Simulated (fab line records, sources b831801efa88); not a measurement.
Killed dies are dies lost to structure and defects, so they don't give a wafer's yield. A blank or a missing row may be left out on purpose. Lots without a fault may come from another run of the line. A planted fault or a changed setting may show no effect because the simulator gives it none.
A struck lot beside a sound one | flow sky130 | 18 steps out of a route of 708
Sound: wafers L242.2, L242.4, L242.5. Struck: wafers L252.3, L252.5, L252.6. The cause comes at the end.
At each step with rows: each side's tool, then ch and its chambers, then its first start. Under that, the readings that differ: sound wafers | struck wafers | difference of the means | sigmas: that difference in standard deviations of wafers without a fault.
alike: readings whose means differ by less than 2 such deviations, and words and numbers that are the same on both sides. not compared: withheld readings, readings that some wafer has no value for, bounds like >300 that may hide the same value, and numbers for which the record gives no deviation and whose values overlap.
The two part at a step that has a row with sigmas, a row that says differs or no value, or rows on one side only. Numbers that don't overlap but have no deviation are shown without sigmas and don't part them. A reading that every wafer of one side lacks parts them only if that side has two wafers or more.

first, 3 steps without rows for these wafers: SKY_VT_ADJUST_HVTP_EXPOSE_04 (exposes mask HVTPM, target cd 380 nm); SKY_VT_ADJUST_HVTP_PEB_05; SKY_VT_ADJUST_HVTP_DEVELOP_06 (develop time 60 s).
SKY_VT_ADJUST_HVTP_CD_MEAS_07: target cd 380 nm.
  sound on cd_sem-01, day 6 13:38; struck on cd_sem-02, day 9 04:07
  alike: cd_nm
SKY_VT_ADJUST_HVTP_OVL_MEAS_08:
  sound on overlay-02, day 6 13:45; struck on overlay-01, day 9 04:13
  reading                 | sound       | struck         | difference | sigmas
  VT_ADJUST_HVTP_OVL (nm) | 0.7 2.1 1.8 | -1.2 -2.6 -2.4 | -3.6       | -2
then, 1 step without rows for these wafers: SKY_VT_ADJUST_HVTP_IMPLANT_09.
SKY_VT_ADJUST_HVTP_STRIP_10: strips in O2/N2.
  sound on plasma_asher-04 ch 0,1, day 6 13:56; struck on plasma_asher-03 ch 0,1, day 9 04:25
  alike: drypump_motor_current_A, oes_product_au, strip_time_to_endpoint_s
  not compared: rf_hours_counter_h
SKY_VT_ADJUST_HVTP_TW_MEAS_11:
  sound on film_metro-01, day 6 14:02; struck on film_metro-03, day 9 04:30
  alike: VT_ADJUST_HVTP_TW
then, 4 steps without rows for these wafers: SKY_VT_ADJUST_LVTN_DEHYDRATE_00 (time 60 s); SKY_VT_ADJUST_LVTN_HMDS_01 (prime time 60 s); SKY_VT_ADJUST_LVTN_COAT_02 (resist thk 3000 nm); SKY_VT_ADJUST_LVTN_SOFTBAKE_03.
SKY_VT_ADJUST_LVTN_EXPOSE_04: exposes mask NWM COMPLEMENT LESS NATIVE, target cd 840 nm.
  sound on iline_stepper-01 ch 0, day 6 23:16; struck on iline_stepper-02 ch 0, day 9 16:18
  reading                                | sound                | struck            | difference | sigmas
  model.VT_ADJUST_LVTN.overlay_x_nm (nm) | 0.2819 0.2819 0.2819 | 168.3 168.3 168.3 | +168.0     |
  alike: mask, exposure_dose_mJ_cm2, focus_offset_nm
then, 2 steps without rows for these wafers: SKY_VT_ADJUST_LVTN_PEB_05; SKY_VT_ADJUST_LVTN_DEVELOP_06 (develop time 60 s).
SKY_VT_ADJUST_LVTN_OVL_MEAS_07:
  sound on overlay-01, day 7 08:21; struck on overlay-01, day 10 02:21
  reading                 | sound        | struck            | difference | sigmas
  VT_ADJUST_LVTN_OVL (nm) | 0.8 -0.6 0.6 | 168.1 168.8 167.3 | +167.8     | +99 or more
then, 1 step without rows for these wafers: SKY_VT_ADJUST_LVTN_IMPLANT_08.
-- the record jumps here: 39 days lie between the struck wafers' starts before and after (it left off in module VT_ADJUST_LVTN and takes up again in module PAD_OPEN, whose first step shown is number 708 of the route) --
SKY_PAD_OPEN_PROBE_99:
  sound on prober-02, day 46 02:28; struck on prober-01, day 48 16:07
  reading      | sound    | struck   | difference | sigmas
  killed_short | 36 34 37 | 56 43 47 | +13        | +2
  alike: killed_at_M0_to_M3, killed_at_M4_up, killed_at_contacts, killed_at_front_end, killed_at_other, killed_dies, killed_open

WHERE THEY PART
First at SKY_VT_ADJUST_HVTP_OVL_MEAS_08; last, within this record, at SKY_PAD_OPEN_PROBE_99.

WHY: what the simulator had put in
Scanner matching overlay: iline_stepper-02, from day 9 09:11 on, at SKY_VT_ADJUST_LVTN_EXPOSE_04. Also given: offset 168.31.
